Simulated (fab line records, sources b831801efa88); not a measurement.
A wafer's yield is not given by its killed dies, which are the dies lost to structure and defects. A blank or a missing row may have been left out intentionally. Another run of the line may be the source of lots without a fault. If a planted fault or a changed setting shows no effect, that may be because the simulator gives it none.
Which tool is to blame? :: flow gf180mcu :: 15 lots, 45 wafers sampled, at 1 step of a route of 602

WHAT THE GAUGES READ, wafer by wafer
GF_V2_OVL_MEAS_15. Usual: V2_OVL 3 nm, standard deviation 5.
lot: L835
measured: day 20 01:14
on: overlay-02
V2_OVL (nm): 5 -2 -8
flag: 

lot: L838
measured: day 21 14:20
on: overlay-02
V2_OVL (nm): 2 1 -1
flag: 

lot: L839
measured: day 21 21:54
on: overlay-01
V2_OVL (nm): 11 -3 4
flag: 

lot: L841
measured: day 22 13:45
on: overlay-01
V2_OVL (nm): 9 -5 3
flag: 

lot: L843
measured: day 23 11:35
on: overlay-01
V2_OVL (nm): 1 2 12
flag: 

lot: L844
measured: day 23 12:17
on: overlay-01
V2_OVL (nm): 2 8 10
flag: 

lot: L845
measured: day 23 20:32
on: overlay-02
V2_OVL (nm): -2 4 -5
flag: 

lot: L846
measured: day 24 06:21
on: overlay-01
V2_OVL (nm): -2 -2 2
flag: 

lot: L851
measured: day 26 03:56
on: overlay-02
V2_OVL (nm): -6 1 1
flag: 

lot: L852
measured: day 26 10:51
on: overlay-01
V2_OVL (nm): 2 -8 1
flag: 

lot: L853
measured: day 26 22:17
on: overlay-01
V2_OVL (nm): 4 4 4
flag: 

lot: L854
measured: day 26 23:22
on: overlay-02
V2_OVL (nm): 10 -3 -1
flag: 

lot: L856
measured: day 27 12:22
on: overlay-02
V2_OVL (nm): -3 0 0
flag: 

lot: L857
measured: day 27 16:02
on: overlay-02
V2_OVL (nm): 4 -1 0
flag: 

lot: L858
measured: day 28 00:45
on: overlay-02
V2_OVL (nm): 15 2 3
flag: 

TOOL THAT RAN EACH LOT (tool first, then ch and the chambers of the sampled wafers, then the start)
Record: no process step prior to these readings.

AS READ BY THE TOOLS THEMSELVES (means over the sampled wafers that have a number; for cases with no such wafer, the mark the record gives instead)
The record holds no such reading with a usual standard deviation.

THE ANSWER, worked out from the rows above alone
Rule: a lot counts as off when the mean over its wafers that have a number is more than 3 standard deviations away from the usual mean. A lot without any number at a reading at which 4 lots or more have one is off too. All remaining lots with rows at the step are treated as sound. The gauges are gone through in route order, then the tools' own readings, and for those a lot's mean is taken as printed above. At the first step where some lot is off, the reading lying furthest off is the one used; lots without a number count as furthest.
No lot is off at any reading shown: from this, nothing can be told.

WHAT WAS PUT IN BY THE SIMULATOR
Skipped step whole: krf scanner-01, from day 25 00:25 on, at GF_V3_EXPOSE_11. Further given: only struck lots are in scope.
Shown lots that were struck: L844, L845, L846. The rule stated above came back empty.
